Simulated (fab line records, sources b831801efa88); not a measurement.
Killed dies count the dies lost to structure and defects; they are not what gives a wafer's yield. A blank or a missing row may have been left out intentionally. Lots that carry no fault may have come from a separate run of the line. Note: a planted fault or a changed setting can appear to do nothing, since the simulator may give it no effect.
Which tool was responsible? + flow gf180mcu + 24 lots, 72 wafers sampled, at 6 steps of a route of 602

== WHAT THE GAUGES SHOWED, per wafer ==
GF_M4_RS_MEAS_05: a four-point-probe measurement. Usual: M4_ALCU_RS gives 0.0697 ohm/sq (standard deviation 0.00082).
| lot  | measured     | on            | M4_ALCU_RS (ohm/sq)  | flag |
|------|--------------|---------------|----------------------|------|
| L074 | day 22 16:11 | film metro-01 | 0.0697 0.0691 0.0690 |      |
| L075 | day 22 23:16 | film metro-01 | 0.0693 0.0694 0.0689 |      |
| L076 | day 23 06:44 | film metro-03 | 0.0693 0.0680 0.0683 |      |
| L077 | day 23 17:43 | film metro-03 | 0.0694 0.0695 0.0696 |      |
| L078 | day 24 02:39 | film metro-03 | 0.0708 0.0691 0.0703 |      |
| L079 | day 24 13:15 | film metro-01 | 0.0690 0.0709 0.0700 |      |
| L080 | day 24 19:07 | film metro-03 | 0.0699 0.0710 0.0699 |      |
| L081 | day 25 05:46 | film metro-03 | 0.0698 0.0694 0.0685 |      |
| L082 | day 25 12:13 | film metro-03 | 0.0702 0.0698 0.0703 |      |
| L083 | day 25 20:17 | film metro-01 | 0.0704 0.0706 0.0708 |      |
| L084 | day 26 08:19 | film metro-01 | 0.0705 0.0698 0.0697 |      |
| L085 | day 26 12:40 | film metro-03 | 0.0694 0.0686 0.0693 |      |
| L086 | day 26 22:41 | film metro-03 | 0.0692 0.0693 0.0699 |      |
| L087 | day 27 07:28 | film metro-03 | 0.0702 0.0701 0.0694 |      |
| L088 | day 27 15:09 | film metro-01 | 0.0688 0.0690 0.0701 |      |
| L089 | day 27 17:44 | film metro-02 | 0.0684 0.0676 0.0693 |      |
| L090 | day 28 01:20 | film metro-02 | 0.0700 0.0696 0.0704 |      |
| L091 | day 28 12:53 | film metro-01 | 0.0707 0.0697 0.0699 |      |
| L092 | day 28 18:42 | film metro-03 | 0.0703 0.0697 0.0691 |      |
| L093 | day 28 19:41 | film metro-03 | 0.0687 0.0688 0.0680 |      |
| L094 | day 29 06:41 | film metro-03 | 0.0703 0.0699 0.0705 |      |
| L095 | day 29 11:35 | film metro-01 | 0.0695 0.0705 0.0714 |      |
| L096 | day 29 15:16 | film metro-03 | 0.0698 0.0695 0.0705 |      |
| L097 | day 30 05:13 | film metro-03 | 0.0694 0.0709 0.0696 |      |

GF_M4_CD_MEAS_14 targets a cd of 280 nm. Usual: cd nm 280.0 nm, standard deviation 1.2.
| lot  | measured     | on        | cd nm (nm)        | flag |
|------|--------------|-----------|-------------------|------|
| L074 | day 23 15:02 | cd sem-01 | 279.8 278.7 281.1 |      |
| L075 | day 23 22:43 | cd sem-01 | 277.5 278.4 278.4 |      |
| L076 | day 24 04:53 | cd sem-01 | 279.6 280.4 280.3 |      |
| L077 | day 24 16:05 | cd sem-02 | 280.3 279.7 280.2 |      |
| L078 | day 25 00:55 | cd sem-02 | 278.9 279.1 279.0 |      |
| L079 | day 25 10:53 | cd sem-02 | 280.7 280.7 279.9 |      |
| L080 | day 25 16:32 | cd sem-01 | 280.6 279.8 280.9 |      |
| L081 | day 26 02:50 | cd sem-02 | 282.4 280.9 282.2 |      |
| L082 | day 26 09:05 | cd sem-02 | 279.4 279.7 280.1 |      |
| L083 | day 26 16:34 | cd sem-02 | 281.3 282.4 281.4 |      |
| L084 | day 27 05:20 | cd sem-01 | 280.0 280.8 280.5 |      |
| L085 | day 27 09:20 | cd sem-01 | 281.4 279.8 280.1 |      |
| L086 | day 27 19:08 | cd sem-01 | 281.8 282.4 281.3 |      |
| L087 | day 28 03:51 | cd sem-01 | 280.4 280.0 279.4 |      |
| L088 | day 28 12:28 | cd sem-01 | 280.0 279.4 280.6 |      |
| L089 | day 28 13:52 | cd sem-01 | 279.8 280.4 281.3 |      |
| L090 | day 28 18:43 | cd sem-01 | 278.3 277.6 278.1 |      |
| L091 | day 29 06:47 | cd sem-01 | 278.8 278.1 279.1 |      |
| L092 | day 29 13:46 | cd sem-01 | 280.2 280.6 282.2 |      |
| L093 | day 29 15:10 | cd sem-02 | 279.0 277.9 278.5 |      |
| L094 | day 30 01:39 | cd sem-01 | 278.0 278.5 279.9 |      |
| L095 | day 30 06:14 | cd sem-01 | 280.2 280.7 281.0 |      |
| L096 | day 30 09:32 | cd sem-02 | 281.6 281.3 281.5 |      |
| L097 | day 30 23:23 | cd sem-01 | 280.6 279.8 278.7 |      |

GF_V4_THK_MEAS_25: measures by xrf. Usual: V4_W_THK gives 349 nm (standard deviation 4.3).
| lot  | measured     | on            | V4_W_THK (nm) | flag |
|------|--------------|---------------|---------------|------|
| L074 | day 24 16:41 | film metro-01 | 353 352 350   |      |
| L075 | day 24 23:24 | film metro-01 | 346 348 349   |      |
| L076 | day 25 05:52 | film metro-02 | 353 348 346   |      |
| L077 | day 25 16:20 | film metro-02 | 354 351 349   |      |
| L078 | day 26 01:27 | film metro-02 | 348 351 347   |      |
| L079 | day 26 10:43 | film metro-01 | 356 351 350   |      |
| L080 | day 26 15:54 | film metro-01 | 348 356 353   |      |
| L081 | day 27 01:55 | film metro-02 | 344 345 353   |      |
| L082 | day 27 08:04 | film metro-02 | 351 349 350   |      |
| L083 | day 27 15:32 | film metro-01 | 349 353 356   |      |
| L084 | day 28 04:22 | film metro-01 | 354 353 349   |      |
| L085 | day 28 11:28 | film metro-02 | 348 350 348   |      |
| L086 | day 28 16:42 | film metro-02 | 346 344 348   |      |
| L087 | day 29 01:31 | film metro-02 | 343 343 346   |      |
| L088 | day 29 10:43 | film metro-01 | 354 350 353   |      |
| L089 | day 29 11:07 | film metro-02 | 347 346 343   |      |
| L090 | day 29 16:54 | film metro-04 | 349 347 354   |      |
| L091 | day 30 04:16 | film metro-02 | 351 347 350   |      |
| L092 | day 30 10:50 | film metro-02 | 348 342 344   |      |
| L093 | day 30 12:28 | film metro-01 | 358 351 350   |      |
| L094 | day 30 22:21 | film metro-01 | 360 355 352   |      |
| L095 | day 31 03:09 | film metro-01 | 347 355 351   |      |
| L096 | day 31 05:43 | film metro-02 | 348 344 348   |      |
| L097 | day 31 19:24 | film metro-04 | 346 341 350   |      |

== TOOL THAT RAN EACH LOT (tool first, then ch and the chambers of the sampled wafers, then the start) ==
| lot  | GF_M2_STRIP_17                       | GF_M3_SPUTTER_03             | GF_V3_CMP_26                  |
|------|--------------------------------------|------------------------------|-------------------------------|
| L074 | plasma asher-02 ch 0,1, day 19 07:44 | pvd sputter-01, day 20 10:49 | cmp-01 ch 1,3, day 22 15:43   |
| L075 | plasma asher-02 ch 0,1, day 19 16:35 | pvd sputter-03, day 20 19:58 | cmp-02 ch 0,2,3, day 22 22:44 |
| L076 | plasma asher-04 ch 0,1, day 19 23:57 | pvd sputter-02, day 21 03:37 | cmp-02 ch 1,2,3, day 23 06:11 |
| L077 | plasma asher-04 ch 0,1, day 20 11:03 | pvd sputter-02, day 21 14:23 | cmp-01 ch 0,1,3, day 23 17:11 |
| L078 | plasma asher-02 ch 1, day 20 22:08   | pvd sputter-01, day 22 00:55 | cmp-01 ch 0,1,2, day 24 02:07 |
| L079 | plasma asher-02 ch 1, day 21 08:55   | pvd sputter-03, day 22 11:43 | cmp-02 ch 0,1, day 24 12:44   |
| L080 | plasma asher-04 ch 0,1, day 21 15:22 | pvd sputter-01, day 22 18:20 | cmp-02 ch 1,3, day 24 18:39   |
| L081 | plasma asher-04 ch 0,1, day 22 03:31 | pvd sputter-03, day 23 06:14 | cmp-01 ch 0,1,3, day 25 05:14 |
| L082 | plasma asher-04 ch 1, day 22 09:22   | pvd sputter-03, day 23 12:07 | cmp-01 ch 0,2,3, day 25 11:42 |
| L083 | plasma asher-04 ch 0,1, day 22 18:38 | pvd sputter-03, day 23 20:58 | cmp-01 ch 1,2, day 25 19:44   |
| L084 | plasma asher-04 ch 0,1, day 23 08:03 | pvd sputter-03, day 24 09:43 | cmp-02 ch 0,1,3, day 26 07:54 |
| L085 | plasma asher-02 ch 0,1, day 23 13:10 | pvd sputter-02, day 24 14:47 | cmp-02 ch 0,1, day 26 12:09   |
| L086 | plasma asher-02 ch 0,1, day 23 23:07 | pvd sputter-01, day 25 00:55 | cmp-02 ch 0,1,2, day 26 22:10 |
| L087 | plasma asher-02 ch 1, day 24 10:10   | pvd sputter-03, day 25 10:40 | cmp-01 ch 0,2,3, day 27 06:57 |
| L088 | plasma asher-04 ch 0,1, day 24 17:04 | pvd sputter-03, day 25 17:46 | cmp-02 ch 1,3, day 27 14:37   |
| L089 | plasma asher-04 ch 0,1, day 24 21:27 | pvd sputter-03, day 25 21:28 | cmp-01 ch 2,3, day 27 17:13   |
| L090 | plasma asher-04 ch 0,1, day 25 06:04 | pvd sputter-01, day 26 05:21 | cmp-02 ch 2,3, day 28 00:50   |
| L091 | plasma asher-01 ch 0,1, day 25 13:39 | pvd sputter-02, day 26 13:47 | cmp-02 ch 1,2,3, day 28 12:23 |
| L092 | plasma asher-04 ch 0,1, day 26 01:26 | pvd sputter-02, day 27 00:46 | cmp-02 ch 1,3, day 28 18:08   |
| L093 | plasma asher-02 ch 0,1, day 26 03:54 | pvd sputter-01, day 27 03:40 | cmp-01 ch 0,1,3, day 28 19:11 |
| L094 | plasma asher-01 ch 0,1, day 26 09:49 | pvd sputter-02, day 27 09:13 | cmp-02 ch 0,2,3, day 29 06:14 |
| L095 | plasma asher-02 ch 0,1, day 26 15:22 | pvd sputter-01, day 27 15:11 | cmp-01 ch 0,2,3, day 29 11:04 |
| L096 | plasma asher-02 ch 0,1, day 27 00:34 | pvd sputter-01, day 28 00:01 | cmp-02 ch 0,1,3, day 29 14:45 |
| L097 | plasma asher-01 ch 0,1, day 27 11:13 | pvd sputter-01, day 28 12:58 | cmp-02 ch 0,2, day 30 04:41   |
- GF_M2_STRIP_17: strips in O2/N2.
- GF_M3_SPUTTER_03: material Ti, target thk 10 nm, time 6.7 s.
- GF_V3_CMP_26: polishes, stops on SiO2, t overpolish 15 s, target thk 0 nm.

== WHAT THE TOOLS THEMSELVES READ (means of the sampled wafers that have a number; where no wafer has one, the mark that the record gives instead) ==
GF_M2_STRIP_17. Usual: drypump motor current A 5.93 A, standard deviation 0.25; heater power w 331 W, standard deviation 25; oes product au 0.538 a.u., standard deviation 0.0055; strip time to endpoint s 7.39 s, standard deviation 0.062.
| lot  | tool            | drypump motor current A (A) | heater power w (W) | oes product au (a.u.) | strip time to endpoint s (s) | flag |
|------|-----------------|-----------------------------|--------------------|-----------------------|------------------------------|------|
| L074 | plasma asher-02 | 5.67                        | 340                | 0.534                 | 7.28                         |      |
| L075 | plasma asher-02 | 5.68                        | 337                | 0.543                 | 7.44                         |      |
| L076 | plasma asher-04 | 6.10                        | 309                | 0.538                 | 7.34                         |      |
| L077 | plasma asher-04 | 6.00                        | 318                | 0.537                 | 7.42                         |      |
| L078 | plasma asher-02 | 5.68                        | 334                | 0.533                 | 7.31                         |      |
| L079 | plasma asher-02 | 5.72                        | 337                | 0.540                 | 7.36                         |      |
| L080 | plasma asher-04 | 6.12                        | 309                | 0.531                 | 7.42                         |      |
| L081 | plasma asher-04 | 6.01                        | 317                | 0.542                 | 7.41                         |      |
| L082 | plasma asher-04 | 5.92                        | 332                | 0.536                 | 7.33                         |      |
| L083 | plasma asher-04 | 6.11                        | 308                | 0.533                 | 7.30                         |      |
| L084 | plasma asher-04 | 6.10                        | 309                | 0.541                 | 7.42                         |      |
| L085 | plasma asher-02 | 5.68                        | 338                | 0.542                 | 7.45                         |      |
| L086 | plasma asher-02 | 5.69                        | 339                | 0.536                 | 7.31                         |      |
| L087 | plasma asher-02 | 5.73                        | 338                | 0.532                 | 7.32                         |      |
| L088 | plasma asher-04 | 5.99                        | 318                | 0.540                 | 7.41                         |      |
| L089 | plasma asher-04 | 6.08                        | 306                | 0.538                 | 7.41                         |      |
| L090 | plasma asher-04 | 6.01                        | 321                | 0.532                 | 7.38                         |      |
| L091 | plasma asher-01 | 6.37                        | 383                | 0.539                 | 7.41                         |      |
| L092 | plasma asher-04 | 6.09                        | 308                | 0.540                 | 7.41                         |      |
| L093 | plasma asher-02 | 5.67                        | 337                | 0.544                 | 7.44                         |      |
| L094 | plasma asher-01 | 6.36                        | 389                | 0.544                 | 7.48                         |      |
| L095 | plasma asher-02 | 5.71                        | 339                | 0.538                 | 7.46                         |      |
| L096 | plasma asher-02 | 5.67                        | 336                | 0.541                 | 7.40                         |      |
| L097 | plasma asher-01 | 6.35                        | 385                | 0.540                 | 7.44                         |      |

GF_M3_SPUTTER_03. Usual: throttle valve pct 29.7 %, standard deviation 0.84.
| lot  | tool           | throttle valve pct (%) | flag |
|------|----------------|------------------------|------|
| L074 | pvd sputter-01 | 29.1                   |      |
| L075 | pvd sputter-03 | 29.7                   |      |
| L076 | pvd sputter-02 | 30.2                   |      |
| L077 | pvd sputter-02 | 29.6                   |      |
| L078 | pvd sputter-01 | 29.7                   |      |
| L079 | pvd sputter-03 | 29.8                   |      |
| L080 | pvd sputter-01 | 29.1                   |      |
| L081 | pvd sputter-03 | 29.9                   |      |
| L082 | pvd sputter-03 | 29.4                   |      |
| L083 | pvd sputter-03 | 29.2                   |      |
| L084 | pvd sputter-03 | 29.5                   |      |
| L085 | pvd sputter-02 | 30.5                   |      |
| L086 | pvd sputter-01 | 30.5                   |      |
| L087 | pvd sputter-03 | 29.8                   |      |
| L088 | pvd sputter-03 | 30.1                   |      |
| L089 | pvd sputter-03 | 29.3                   |      |
| L090 | pvd sputter-01 | 29.1                   |      |
| L091 | pvd sputter-02 | 30.2                   |      |
| L092 | pvd sputter-02 | 29.6                   |      |
| L093 | pvd sputter-01 | 29.0                   |      |
| L094 | pvd sputter-02 | 29.7                   |      |
| L095 | pvd sputter-01 | 29.0                   |      |
| L096 | pvd sputter-01 | 29.7                   |      |
| L097 | pvd sputter-01 | 29.0                   |      |

GF_V3_CMP_26. Usual: motor current A 11.2 A, standard deviation 1.7; overpolish run s 14.999 s, standard deviation 0.0097; platen rpm 60.00 rpm, standard deviation 0.045; time to endpoint s 86 s, standard deviation 3.8.
| lot  | tool   | motor current A (A) | overpolish run s (s) | platen rpm (rpm) | time to endpoint s (s) | flag |
|------|--------|---------------------|----------------------|------------------|------------------------|------|
| L074 | cmp-01 | 12.2                | 15.003               | 59.93            | 82                     |      |
| L075 | cmp-02 | 11.2                | 14.999               | 60.02            | 85                     |      |
| L076 | cmp-02 | 11.8                | 14.996               | 60.04            | 85                     |      |
| L077 | cmp-01 | 11.9                | 14.998               | 60.02            | 85                     |      |
| L078 | cmp-01 | 10.0                | 14.999               | 60.00            | 85                     |      |
| L079 | cmp-02 | 11.1                | 15.006               | 60.00            | 87                     |      |
| L080 | cmp-02 | 11.6                | 15.011               | 60.03            | 87                     |      |
| L081 | cmp-01 | 12.1                | 14.997               | 60.04            | 84                     |      |
| L082 | cmp-01 | 11.6                | 14.994               | 59.97            | 82                     |      |
| L083 | cmp-01 | 9.8                 | 14.999               | 59.96            | 80                     |      |
| L084 | cmp-02 | 10.9                | 15.006               | 59.99            | 89                     |      |
| L085 | cmp-02 | 10.3                | 15.012               | 59.93            | 86                     |      |
| L086 | cmp-02 | 11.3                | 14.997               | 59.97            | 82                     |      |
| L087 | cmp-01 | 11.0                | 15.002               | 60.00            | 82                     |      |
| L088 | cmp-02 | 11.2                | 15.000               | 60.04            | 92                     |      |
| L089 | cmp-01 | 12.7                | 14.997               | 60.03            | 82                     |      |
| L090 | cmp-02 | 11.1                | 15.001               | 60.01            | 87                     |      |
| L091 | cmp-02 | 11.9                | 14.994               | 59.96            | 88                     |      |
| L092 | cmp-02 | 11.2                | 14.998               | 59.95            | 89                     |      |
| L093 | cmp-01 | 12.1                | 14.994               | 60.01            | 89                     |      |
| L094 | cmp-02 | 10.7                | 14.994               | 60.02            | 84                     |      |
| L095 | cmp-01 | 11.5                | 15.002               | 60.00            | 87                     |      |
| L096 | cmp-02 | 11.2                | 14.992               | 59.98            | 85                     |      |
| L097 | cmp-02 | 10.2                | 15.010               | 60.00            | 90                     |      |

== THE ANSWER, worked out from the rows above alone ==
Rule: a lot is off if the mean of its wafers that have a number lies more than 3 standard deviations from the usual mean. A lot without any number at a reading at which 4 lots or more have one is off too. All remaining lots with rows at the step are treated as sound. Order of review: gauges by route order, followed by the tools' own readings, for which a lot's mean as printed above is used. The first step at which some lot is off is used, and at that step the reading that is off furthest; a lot without a number counts as furthest.
No lot is off at any reading shown: from this, nothing can be told.

== WHAT THE SIMULATOR HAD PUT IN ==
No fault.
